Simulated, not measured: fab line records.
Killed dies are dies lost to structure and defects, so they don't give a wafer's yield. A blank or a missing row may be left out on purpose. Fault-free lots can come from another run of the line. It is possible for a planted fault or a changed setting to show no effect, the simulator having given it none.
Chamber matching + flow gf180mcu + GF_V2_CMP_04 on cmp-02: 4 sister chambers
The step polishes SiO2. 8 wafers are shown with their chamber, then 7 later ones without.

== EACH WAFER AND ITS CHAMBER ==
| wafer  | chamber | motorCurrentA (A) | slurryFlowMlMin |
|--------|---------|-------------------|-----------------|
| L456.1 | 3       | 10.8              | 149.9           |
| L458.5 | 1       | 11.5              | 151.0           |
| L458.6 | 2       | 12.1              | 149.5           |
| L459.2 | 0       | 12.1              | 150.0           |
| L459.3 | 3       | 12.0              | 150.1           |
| L459.5 | 0       | 13.0              | 150.0           |
| L466.1 | 1       | 11.5              | 150.6           |
| L466.2 | 2       | 11.4              | 150.5           |

== WAFERS WITH NO CHAMBER GIVEN ==
| wafer  | motorCurrentA (A) | slurryFlowMlMin |
|--------|-------------------|-----------------|
| L466.3 | 12.4              | 149.9           |
| L467.2 | 11.8              | 150.6           |
| L467.3 | 11.8              | 150.3           |
| L467.6 | 12.1              | 150.2           |
| L476.1 | 11.4              | 149.6           |
| L476.3 | 11.0              | 150.4           |
| L476.5 | 11.8              | 149.2           |

== CHAMBER TAKEN BY EACH ==
| wafer  | from the rows above               | in truth |
|--------|-----------------------------------|----------|
| L466.3 | can't be placed: 0 or 2 or 3      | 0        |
| L467.2 | can't be placed: 1 or 2 or 3 or 0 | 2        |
| L467.3 | can't be placed: 2 or 3 or 1 or 0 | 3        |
| L467.6 | can't be placed: 2 or 0 or 3 or 1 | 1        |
| L476.1 | can't be placed: 3 or 2 or 0      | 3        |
| L476.3 | can't be placed: 3 or 1 or 2 or 0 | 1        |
| L476.5 | can't be placed: 2 or 3 or 0      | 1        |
Correctly placed: 0 of 7. From these rows, 7 cannot be placed; in 6 the true chamber is one of the candidates. Wrongly placed: 0.
How it was worked out, from the rows above alone: a wafer's distance from a chamber is the root of the sum, over the readings, of the square of ((its reading less the chamber's mean) divided by the reading's scatter). If the next closest chamber is less than 2 further off than the closest, the wafer can't be placed; otherwise it belongs to the closest. For every chamber, the mean is computed from those of its wafers that are shown. The scatter: take each reading less its chamber's mean, square it, sum over the shown wafers, divide by the number of wafers less the number of chambers, and take the root.
